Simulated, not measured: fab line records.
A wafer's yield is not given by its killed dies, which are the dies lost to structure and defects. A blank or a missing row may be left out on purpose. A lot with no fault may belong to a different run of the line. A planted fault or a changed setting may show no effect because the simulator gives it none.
Problem report in the 8D (eight disciplines) form, filled by code ; flow gf180mcu ; the parts of the form that need people (team, actions taken, sign-off) are left out

1. THE PROBLEM
Mean of stripTimeToEndpointS at GF_M5_STRIP_11: 5.81 s across 8 wafers in 3 lots; on wafers with no fault it is 7.04 s (standard deviation 0.039). That is -32 standard deviations from the usual mean.
The step: strips in O2/N2.
Earliest sighting: wafer L755.3 on plasmaAsher-03 at day 31 01:13. At this step, 32 wafers from 11 lots have a number in the record. By rule, "out" or "out of limits" means more than 4 standard deviations away from the usual mean. The other wafers with a number count as sound.

2. WHAT IT IS, AND WHAT IT ISN'T
question;is;is not
which readings at this step;stripTimeToEndpointS, oesProductAu;drypumpMotorCurrentA, heaterPowerW, o2FlowSccm
which lots;L755, L756, L757;L741, L744, L745, L746, L748, L758, L759, L762
which wafers of those lots;all that have a number;-
read on which tools;plasmaAsher-01, plasmaAsher-02, plasmaAsher-03;-
when;from day 31 01:13;"up to then (15 sound wafers); but 9 sound wafers of L758, L759, L762 came after"

3. SUSPECTS, AND WHAT RULES EACH OUT
Counting: a tool at any process step up to the reading remains a suspect when it ran all the lots that are out and ran no sound lot after the first of those.
- rieMetal-03 at GF_M5_METAL_ETCH_10 (etches the open film in Cl2/BCl3, stops on SiO2, target depth 750.8 nm, time 125.1 s): kept. It ran every lot that is out, first L755 (day 31 01:04), and no sound lot after that; its last sound lot up to then is L748 (day 29 01:22).
Left after counting: rieMetal-03 at GF_M5_METAL_ETCH_10.

4. THE CAUSE (what the simulator had put in)
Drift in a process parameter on rieMetal-03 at GF_M5_METAL_ETCH_10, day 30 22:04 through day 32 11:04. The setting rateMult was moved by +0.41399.
Counting left only this tool.

5. SEQUENCE OF EFFECTS, ordered by route
One row per reading whose mean, taken over the struck wafers that have a number, lies over 3 standard deviations from the usual. Only readings whose record carries a usual standard deviation are examined. hours: median over the lots of the time between each lot's start at the first step of this table that gives one and its start at this step. sigmas: the change, counted in usual standard deviations.
hours;step;reading;usual;on struck wafers;change;sigmas
0;GF_M5_STRIP_11;oesProductAu;0.523 a.u.;0.471;-0.052;-10
0;GF_M5_STRIP_11;stripTimeToEndpointS;7.04 s;5.81;-1.23;-32
Here are the process steps it includes:
- GF_M5_STRIP_11: strips in O2/N2.

6. HOW IT WOULD HAVE BEEN CAUGHT EARLIER
In this record the first reading out of limits was taken at day 31 01:13, 3 hours after the fault began at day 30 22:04.
Tool readings at GF_M5_METAL_ETCH_10 with a usual standard deviation given in the record: none out on any struck wafer, hence no alarm at a limit of 4 standard deviations on them.
Lots out: 3; of these, L756, L757 started GF_M5_METAL_ETCH_10 on rieMetal-03 after day 31 01:13. A hold on the tool at that time would have spared those 2.
